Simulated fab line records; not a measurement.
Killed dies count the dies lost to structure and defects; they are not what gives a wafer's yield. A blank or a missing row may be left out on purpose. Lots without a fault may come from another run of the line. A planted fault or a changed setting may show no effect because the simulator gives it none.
Which tool did it? + flow gf180mcu + Sampling: 10 lots, 30 wafers, 6 of 602 route steps

== WHAT THE GAUGES READ, wafer by wafer ==
GF_V4_CD_MEAS_14: the cd target is 260 nm. Usual: cd nm 259.2 nm, standard deviation 1.3.
| lot  | measured     | on        | cd nm (nm)        | flag |
|------|--------------|-----------|-------------------|------|
| L161 | day 25 03:57 | cd sem-02 | 258.5 258.9 258.3 |      |
| L163 | day 25 07:20 | cd sem-02 | 259.0 260.0 258.6 |      |
| L164 | day 26 04:53 | cd sem-01 | 262.3 261.2 260.8 |      |
| L166 | day 26 16:10 | cd sem-02 | 261.5 261.9 261.3 |      |
| L167 | day 26 21:42 | cd sem-01 | 258.1 258.7 257.0 |      |
| L170 | day 27 18:46 | cd sem-01 | 261.1 259.9 258.9 |      |
| L171 | day 28 05:37 | cd sem-01 | 259.8 259.3 259.2 |      |
| L174 | day 29 02:57 | cd sem-02 | 258.7 259.4 260.2 |      |
| L181 | day 30 23:22 | cd sem-02 | 258.5 259.4 257.9 |      |
| L182 | day 31 04:30 | cd sem-02 | 258.6 258.6 260.0 |      |

GF_MIM_RS_MEAS_10: uses a four-point probe to measure. Usual: MIM_ALCU_RS typically reads 0.1600 ohm/sq, with standard deviation 0.0017.
| lot  | measured     | on            | MIM_ALCU_RS (ohm/sq) | flag |
|------|--------------|---------------|----------------------|------|
| L161 | day 25 05:53 | film metro-04 | 0.1599 0.1612 0.1589 |      |
| L163 | day 25 09:16 | film metro-04 | 0.1575 0.1564 0.1587 |      |
| L164 | day 26 06:51 | film metro-03 | 0.1629 0.1606 0.1610 |      |
| L166 | day 26 18:06 | film metro-04 | 0.1610 0.1634 0.1613 |      |
| L167 | day 26 23:38 | film metro-03 | 0.1589 0.1569 0.1583 |      |
| L170 | day 27 20:41 | film metro-01 | 0.1579 0.1588 0.1604 |      |
| L171 | day 28 07:33 | film metro-01 | 0.1615 0.1626 0.1610 |      |
| L174 | day 29 04:55 | film metro-04 | 0.1583 0.1569 0.1590 |      |
| L181 | day 31 01:19 | film metro-04 | 0.2080 0.2075 0.2048 | OFF  |
| L182 | day 31 06:26 | film metro-01 | 0.2083 0.2082 0.2093 | OFF  |

GF_MIM_THK_MEAS_11: measures by xrf. Usual: MIM_ALCU_THK typically reads 203.9 nm, with standard deviation 2.2.
| lot  | measured     | on            | MIM_ALCU_THK (nm) | flag |
|------|--------------|---------------|-------------------|------|
| L161 | day 25 06:00 | film metro-04 | 203.7 203.8 204.6 |      |
| L163 | day 25 09:22 | film metro-04 | 207.3 208.8 205.2 |      |
| L164 | day 26 06:57 | film metro-03 | 198.7 202.0 202.0 |      |
| L166 | day 26 18:13 | film metro-04 | 201.1 200.2 201.6 |      |
| L167 | day 26 23:45 | film metro-03 | 203.8 205.9 204.7 |      |
| L170 | day 27 20:47 | film metro-01 | 207.0 205.2 203.5 |      |
| L171 | day 28 07:39 | film metro-01 | 204.1 202.3 205.1 |      |
| L174 | day 29 05:02 | film metro-04 | 208.0 209.0 206.2 |      |
| L181 | day 31 01:26 | film metro-04 | 158.2 158.9 160.9 | OFF  |
| L182 | day 31 06:33 | film metro-01 | 160.2 159.3 158.9 | OFF  |

== TOOL THAT RAN EACH LOT (tool first, then ch and the chambers of the sampled wafers, then the start) ==
| lot  | GF_V4_ETCH_16                      | GF_V4_CMP_26                  | GF_MIM_SPUTTER_08            |
|------|------------------------------------|-------------------------------|------------------------------|
| L161 | rie diel-04 ch 0,1,2, day 25 04:07 | cmp-01 ch 0,1,2, day 25 05:10 | pvd sputter-02, day 25 05:49 |
| L163 | rie diel-04 ch 0,1,3, day 25 07:25 | cmp-01 ch 0,3, day 25 08:30   | pvd sputter-02, day 25 09:10 |
| L164 | rie diel-01 ch 1,2,3, day 26 05:01 | cmp-01 ch 1,2, day 26 06:05   | pvd sputter-01, day 26 06:45 |
| L166 | rie diel-01 ch 0,2,3, day 26 16:19 | cmp-01 ch 2,3, day 26 17:26   | pvd sputter-04, day 26 18:03 |
| L167 | rie diel-02 ch 0,1, day 26 21:52   | cmp-01 ch 1,2, day 26 22:55   | pvd sputter-01, day 26 23:34 |
| L170 | rie diel-04 ch 1,2, day 27 18:53   | cmp-02 ch 1,2, day 27 19:59   | pvd sputter-02, day 27 20:35 |
| L171 | rie diel-02 ch 0,1,2, day 28 05:44 | cmp-01 ch 0,1,2, day 28 06:56 | pvd sputter-04, day 28 07:27 |
| L174 | rie diel-02 ch 0,3, day 29 03:07   | cmp-01 ch 1,3, day 29 04:14   | pvd sputter-01, day 29 04:51 |
| L181 | rie diel-04 ch 1,2,3, day 30 23:31 | cmp-01 ch 0,2,3, day 31 00:39 | pvd sputter-02, day 31 01:16 |
| L182 | rie diel-01 ch 0,2,3, day 31 04:40 | cmp-02 ch 0,1, day 31 05:43   | pvd sputter-02, day 31 06:23 |
- GF_V4_ETCH_16: etches BARC in N2/H2.
- GF_V4_CMP_26: polishes, stops on SiO2, t overpolish 15 s, target thk 0 nm.
- GF_MIM_SPUTTER_08: material AlCu, target thk 200 nm, time 10.6 s.

== AS READ BY THE TOOLS THEMSELVES (means over the sampled wafers that have a number; for cases with no such wafer, the mark the record gives instead) ==
GF_V4_ETCH_16. Usual: chamber pressure mTorr 30.000 mTorr, standard deviation 0.028; drypump motor current A 6.0 A, standard deviation 0.31; oes product au 0.854 a.u., standard deviation 0.0053; throttle valve pct 13.224 %, standard deviation 0.0088.
| lot  | tool        | chamber pressure mTorr (mTorr) | drypump motor current A (A) | oes product au (a.u.) | throttle valve pct (%) | flag |
|------|-------------|--------------------------------|-----------------------------|-----------------------|------------------------|------|
| L161 | rie diel-04 | 29.994                         | 6.1                         | 0.854                 | 13.215                 |      |
| L163 | rie diel-04 | 29.999                         | 6.1                         | 0.850                 | 13.224                 |      |
| L164 | rie diel-01 | 29.983                         | 5.8                         | 0.854                 | 13.225                 |      |
| L166 | rie diel-01 | 29.971                         | 6.0                         | 0.862                 | 13.230                 |      |
| L167 | rie diel-02 | 29.986                         | 6.0                         | 0.855                 | 13.222                 |      |
| L170 | rie diel-04 | 30.025                         | 6.2                         | 0.855                 | 13.224                 |      |
| L171 | rie diel-02 | 30.033                         | 5.9                         | 0.854                 | 13.222                 |      |
| L174 | rie diel-02 | 29.984                         | 6.0                         | 0.855                 | 13.224                 |      |
| L181 | rie diel-04 | 30.001                         | 6.3                         | 0.850                 | 13.221                 |      |
| L182 | rie diel-01 | 29.988                         | 6.0                         | 0.851                 | 13.219                 |      |

GF_V4_CMP_26. Usual: head pressure psi 3.500 psi, standard deviation 0.0072; motor current A 10.9 A, standard deviation 1; overpolish run s 15.000 s, standard deviation 0.0099; slurry filter dp kPa 13.52 kPa, standard deviation 0.14; time to endpoint s 86 s, standard deviation 3.7.
| lot  | tool   | head pressure psi (psi) | motor current A (A) | overpolish run s (s) | slurry filter dp kPa (kPa) | time to endpoint s (s) | flag |
|------|--------|-------------------------|---------------------|----------------------|----------------------------|------------------------|------|
| L161 | cmp-01 | 3.501                   | 10.6                | 15.000               | 13.58                      | 85                     |      |
| L163 | cmp-01 | 3.499                   | 10.4                | 15.016               | 13.62                      | 90                     |      |
| L164 | cmp-01 | 3.500                   | 10.4                | 15.008               | 13.50                      | 84                     |      |
| L166 | cmp-01 | 3.499                   | 9.8                 | 15.000               | 13.58                      | 86                     |      |
| L167 | cmp-01 | 3.498                   | 9.9                 | 14.998               | 13.52                      | 86                     |      |
| L170 | cmp-02 | 3.507                   | 11.4                | 15.000               | 13.38                      | 88                     |      |
| L171 | cmp-01 | 3.504                   | 10.3                | 14.993               | 13.54                      | 86                     |      |
| L174 | cmp-01 | 3.502                   | 10.5                | 15.005               | 13.43                      | 81                     |      |
| L181 | cmp-01 | 3.502                   | 10.1                | 14.996               | 13.65                      | 90                     |      |
| L182 | cmp-02 | 3.503                   | 12.2                | 14.998               | 13.69                      | 89                     |      |

GF_MIM_SPUTTER_08. Usual: throttle valve pct 29.5 %, standard deviation 0.75.
| lot  | tool           | throttle valve pct (%) | flag |
|------|----------------|------------------------|------|
| L161 | pvd sputter-02 | 29.3                   |      |
| L163 | pvd sputter-02 | 30.0                   |      |
| L164 | pvd sputter-01 | 29.2                   |      |
| L166 | pvd sputter-04 | 30.1                   |      |
| L167 | pvd sputter-01 | 29.3                   |      |
| L170 | pvd sputter-02 | 29.2                   |      |
| L171 | pvd sputter-04 | 30.2                   |      |
| L174 | pvd sputter-01 | 29.3                   |      |
| L181 | pvd sputter-02 | 29.2                   |      |
| L182 | pvd sputter-02 | 29.6                   |      |

== THE ANSWER, worked out from the rows above alone ==
Rule: lot off if the mean of its wafers having a number is beyond 3 standard deviations from the usual mean. Also off: a lot with no number at a reading for which 4 or more lots have one. Where the step has rows for the other lots, those lots are counted as sound. The gauges are gone through in route order, then the tools' own readings, and for those a lot's mean is taken as printed above. The first step at which some lot is off is used, and at that step the reading that is off furthest; a lot without a number counts as furthest.
Off: L181, L182, seen at GF_MIM_RS_MEAS_10 (MIM_ALCU_RS).
A tool fits if, at a process step before that reading, it ran every lot that is off, and no sound lot after the first of them. The gauges at GF_MIM_RS_MEAS_10 are tried like those tools. One fits: pvd sputter-02 at GF_MIM_SPUTTER_08. A fault onset in the window from L170 (day 27 20:35, its last sound lot) to L181 (day 31 01:16, its first lot off) fits.

== WHAT THE SIMULATOR HAD PUT IN ==
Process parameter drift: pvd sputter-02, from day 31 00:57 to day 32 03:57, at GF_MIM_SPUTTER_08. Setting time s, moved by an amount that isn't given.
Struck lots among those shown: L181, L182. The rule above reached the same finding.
